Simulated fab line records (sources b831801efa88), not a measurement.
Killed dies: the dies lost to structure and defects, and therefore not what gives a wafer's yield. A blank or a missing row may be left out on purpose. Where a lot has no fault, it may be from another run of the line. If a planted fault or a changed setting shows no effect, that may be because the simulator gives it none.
Which tool did it? || flow sky130 || 13 lots, 39 wafers sampled, at 4 steps of a route of 708

## WHAT THE GAUGES SHOWED, per wafer
SKY_VIA4_THK_MEAS_20: measures by xrf.
{"lot": "L835", "measured": "day 42 14:52", "on": "film_metro-04", "VIA4_W_THK (nm)": "505 498 501"}
{"lot": "L837", "measured": "day 43 12:02", "on": "film_metro-02", "VIA4_W_THK (nm)": "516 516 514"}
{"lot": "L838", "measured": "day 43 17:53", "on": "film_metro-02", "VIA4_W_THK (nm)": "520 519 519"}
{"lot": "L840", "measured": "day 44 01:34", "on": "film_metro-02", "VIA4_W_THK (nm)": "515 511 508"}
{"lot": "L841", "measured": "day 44 18:04", "on": "film_metro-03", "VIA4_W_THK (nm)": "510 509 510"}
{"lot": "L842", "measured": "day 45 01:33", "on": "film_metro-03", "VIA4_W_THK (nm)": "516 505 518"}
{"lot": "L843", "measured": "day 45 03:20", "on": "film_metro-03", "VIA4_W_THK (nm)": "502 511 507"}
{"lot": "L851", "measured": "day 47 02:40", "on": "film_metro-04", "VIA4_W_THK (nm)": "504 508 507"}
{"lot": "L853", "measured": "day 47 10:28", "on": "film_metro-04", "VIA4_W_THK (nm)": "506 504 507"}
{"lot": "L854", "measured": "day 47 16:28", "on": "film_metro-03", "VIA4_W_THK (nm)": "511 508 512"}
{"lot": "L855", "measured": "day 47 23:40", "on": "film_metro-03", "VIA4_W_THK (nm)": "499 510 514"}
{"lot": "L857", "measured": "day 48 09:56", "on": "film_metro-02", "VIA4_W_THK (nm)": "514 517 521"}
{"lot": "L858", "measured": "day 48 12:05", "on": "film_metro-04", "VIA4_W_THK (nm)": "503 513 508"}

SKY_PASSIVATION_THK_MEAS_03.
{"lot": "L835", "measured": "day 43 15:49", "on": "film_metro-04", "PASSIVATION_CVD_02_THK (nm)": "527 528 526"}
{"lot": "L837", "measured": "day 44 12:20", "on": "film_metro-04", "PASSIVATION_CVD_02_THK (nm)": "540 545 545"}
{"lot": "L838", "measured": "day 44 17:58", "on": "film_metro-04", "PASSIVATION_CVD_02_THK (nm)": "539 536 536"}
{"lot": "L840", "measured": "day 45 01:17", "on": "film_metro-02", "PASSIVATION_CVD_02_THK (nm)": "536 536 542"}
{"lot": "L841", "measured": "day 45 17:20", "on": "film_metro-01", "PASSIVATION_CVD_02_THK (nm)": "538 542 538"}
{"lot": "L842", "measured": "day 45 23:55", "on": "film_metro-04", "PASSIVATION_CVD_02_THK (nm)": "547 544 553"}
{"lot": "L843", "measured": "day 46 01:15", "on": "film_metro-04", "PASSIVATION_CVD_02_THK (nm)": "544 546 550"}
{"lot": "L851", "measured": "day 47 23:38", "on": "film_metro-01", "PASSIVATION_CVD_02_THK (nm)": "529 544 538"}
{"lot": "L853", "measured": "day 48 07:41", "on": "film_metro-04", "PASSIVATION_CVD_02_THK (nm)": "532 547 543"}
{"lot": "L854", "measured": "day 48 13:14", "on": "film_metro-02", "PASSIVATION_CVD_02_THK (nm)": "538 548 551"}
{"lot": "L855", "measured": "day 48 19:39", "on": "film_metro-02", "PASSIVATION_CVD_02_THK (nm)": "532 536 537"}
{"lot": "L857", "measured": "day 49 05:44", "on": "film_metro-04", "PASSIVATION_CVD_02_THK (nm)": "537 538 545"}
{"lot": "L858", "measured": "day 49 07:26", "on": "film_metro-01", "PASSIVATION_CVD_02_THK (nm)": "533 532 536"}

## WHICH TOOL RAN EACH LOT (tool, then ch and the chambers of the sampled wafers, then the start)
{"lot": "L835", "SKY_METAL5_DESCUM_14": "rie_metal-03 ch 0, day 43 14:37", "SKY_PASSIVATION_CVD_00": "pecvd-03 ch 0,2, day 43 15:30"}
{"lot": "L837", "SKY_METAL5_DESCUM_14": "rie_metal-02 ch 0,1, day 44 10:54", "SKY_PASSIVATION_CVD_00": "pecvd-04 ch 0,2, day 44 11:54"}
{"lot": "L838", "SKY_METAL5_DESCUM_14": "rie_metal-02 ch 0,1, day 44 16:43", "SKY_PASSIVATION_CVD_00": "pecvd-04 ch 0,1,2, day 44 17:40"}
{"lot": "L840", "SKY_METAL5_DESCUM_14": "rie_metal-03 ch 1, day 45 00:07", "SKY_PASSIVATION_CVD_00": "pecvd-04 ch 0,1,2, day 45 00:58"}
{"lot": "L841", "SKY_METAL5_DESCUM_14": "rie_metal-01 ch 0, day 45 15:53", "SKY_PASSIVATION_CVD_00": "pecvd-03 ch 0,1,2, day 45 17:00"}
{"lot": "L842", "SKY_METAL5_DESCUM_14": "rie_metal-03 ch 0,1, day 45 22:45", "SKY_PASSIVATION_CVD_00": "pecvd-04 ch 0,1,2, day 45 23:37"}
{"lot": "L843", "SKY_METAL5_DESCUM_14": "rie_metal-03 ch 0,1, day 46 00:04", "SKY_PASSIVATION_CVD_00": "pecvd-04 ch 0,1, day 46 00:55"}
{"lot": "L851", "SKY_METAL5_DESCUM_14": "rie_metal-03 ch 1, day 47 22:10", "SKY_PASSIVATION_CVD_00": "pecvd-03 ch 0,1, day 47 23:19"}
{"lot": "L853", "SKY_METAL5_DESCUM_14": "rie_metal-02 ch 1, day 48 06:31", "SKY_PASSIVATION_CVD_00": "pecvd-04 ch 0,1,2, day 48 07:23"}
{"lot": "L854", "SKY_METAL5_DESCUM_14": "rie_metal-03 ch 1, day 48 12:03", "SKY_PASSIVATION_CVD_00": "pecvd-04 ch 0,2, day 48 12:55"}
{"lot": "L855", "SKY_METAL5_DESCUM_14": "rie_metal-01 ch 0,1, day 48 18:27", "SKY_PASSIVATION_CVD_00": "pecvd-03 ch 0,1,2, day 48 19:21"}
{"lot": "L857", "SKY_METAL5_DESCUM_14": "rie_metal-02 ch 0,1, day 49 04:34", "SKY_PASSIVATION_CVD_00": "pecvd-04 ch 0,1,2, day 49 05:26"}
{"lot": "L858", "SKY_METAL5_DESCUM_14": "rie_metal-03 ch 0,1, day 49 06:16", "SKY_PASSIVATION_CVD_00": "pecvd-01 ch 0,1, day 49 07:07"}
- SKY_METAL5_DESCUM_14: chemistry O2, time 11 s.
- SKY_PASSIVATION_CVD_00: deposits SiO2, target thk 90 nm.

## AS READ BY THE TOOLS THEMSELVES (means over the sampled wafers that have a number; for cases with no such wafer, the mark the record gives instead)
SKY_METAL5_DESCUM_14.
{"lot": "L835", "tool": "rie_metal-03", "drypump_motor_current_A (A)": 5.5, "oes_product_au (a.u.)": 0.996}
{"lot": "L837", "tool": "rie_metal-02", "drypump_motor_current_A (A)": 6.1, "oes_product_au (a.u.)": 1.008}
{"lot": "L838", "tool": "rie_metal-02", "drypump_motor_current_A (A)": 5.9, "oes_product_au (a.u.)": 1.003}
{"lot": "L840", "tool": "rie_metal-03", "drypump_motor_current_A (A)": 6.5, "oes_product_au (a.u.)": 1.000}
{"lot": "L841", "tool": "rie_metal-01", "drypump_motor_current_A (A)": 4.9, "oes_product_au (a.u.)": 1.006}
{"lot": "L842", "tool": "rie_metal-03", "drypump_motor_current_A (A)": 6.1, "oes_product_au (a.u.)": 1.000}
{"lot": "L843", "tool": "rie_metal-03", "drypump_motor_current_A (A)": 6.1, "oes_product_au (a.u.)": 1.004}
{"lot": "L851", "tool": "rie_metal-03", "drypump_motor_current_A (A)": 6.4, "oes_product_au (a.u.)": 1.004}
{"lot": "L853", "tool": "rie_metal-02", "drypump_motor_current_A (A)": 5.8, "oes_product_au (a.u.)": 1.009}
{"lot": "L854", "tool": "rie_metal-03", "drypump_motor_current_A (A)": 6.5, "oes_product_au (a.u.)": 0.993}
{"lot": "L855", "tool": "rie_metal-01", "drypump_motor_current_A (A)": 5.1, "oes_product_au (a.u.)": 0.999}
{"lot": "L857", "tool": "rie_metal-02", "drypump_motor_current_A (A)": 5.9, "oes_product_au (a.u.)": 0.999}
{"lot": "L858", "tool": "rie_metal-03", "drypump_motor_current_A (A)": 6.1, "oes_product_au (a.u.)": 1.008}

SKY_PASSIVATION_CVD_00.
{"lot": "L835", "tool": "pecvd-03", "heater_power_outer_w (W)": 343, "heater_power_w (W)": 567}
{"lot": "L837", "tool": "pecvd-04", "heater_power_outer_w (W)": 410, "heater_power_w (W)": 697}
{"lot": "L838", "tool": "pecvd-04", "heater_power_outer_w (W)": 414, "heater_power_w (W)": 704}
{"lot": "L840", "tool": "pecvd-04", "heater_power_outer_w (W)": 390, "heater_power_w (W)": 662}
{"lot": "L841", "tool": "pecvd-03", "heater_power_outer_w (W)": 395, "heater_power_w (W)": 634}
{"lot": "L842", "tool": "pecvd-04", "heater_power_outer_w (W)": 414, "heater_power_w (W)": 699}
{"lot": "L843", "tool": "pecvd-04", "heater_power_outer_w (W)": 387, "heater_power_w (W)": 667}
{"lot": "L851", "tool": "pecvd-03", "heater_power_outer_w (W)": 476, "heater_power_w (W)": 762}
{"lot": "L853", "tool": "pecvd-04", "heater_power_outer_w (W)": 427, "heater_power_w (W)": 711}
{"lot": "L854", "tool": "pecvd-04", "heater_power_outer_w (W)": 425, "heater_power_w (W)": 709}
{"lot": "L855", "tool": "pecvd-03", "heater_power_outer_w (W)": 374, "heater_power_w (W)": 597}
{"lot": "L857", "tool": "pecvd-04", "heater_power_outer_w (W)": 402, "heater_power_w (W)": 684}
{"lot": "L858", "tool": "pecvd-01", "heater_power_outer_w (W)": 288, "heater_power_w (W)": 526}

## THE ANSWER, worked out from the rows above alone
Rule: the lots themselves supply what counts as usual. Put in order of their means at a reading, lots are off if they are a third of the lots or fewer, leave a main group of 4 or more, and stand apart from it by a gap of 3 or more times the standard deviation of the main group's means; of several such gaps the widest counts. A main group whose means are all the same, to the digits that the tables above print for the reading, isn't used. A lot without any number at a reading at which 4 lots or more have one is off too. The other lots that the step has rows for count as sound. The gauges are gone through in route order, then the tools' own readings, and for those a lot's mean is taken as printed above. The first step at which some lot is off is used, and at that step the reading that is off furthest; a lot without a number counts as furthest.
Across all readings shown, no lot is off: no conclusion can be drawn from this.

## WHAT THE SIMULATOR PUT IN
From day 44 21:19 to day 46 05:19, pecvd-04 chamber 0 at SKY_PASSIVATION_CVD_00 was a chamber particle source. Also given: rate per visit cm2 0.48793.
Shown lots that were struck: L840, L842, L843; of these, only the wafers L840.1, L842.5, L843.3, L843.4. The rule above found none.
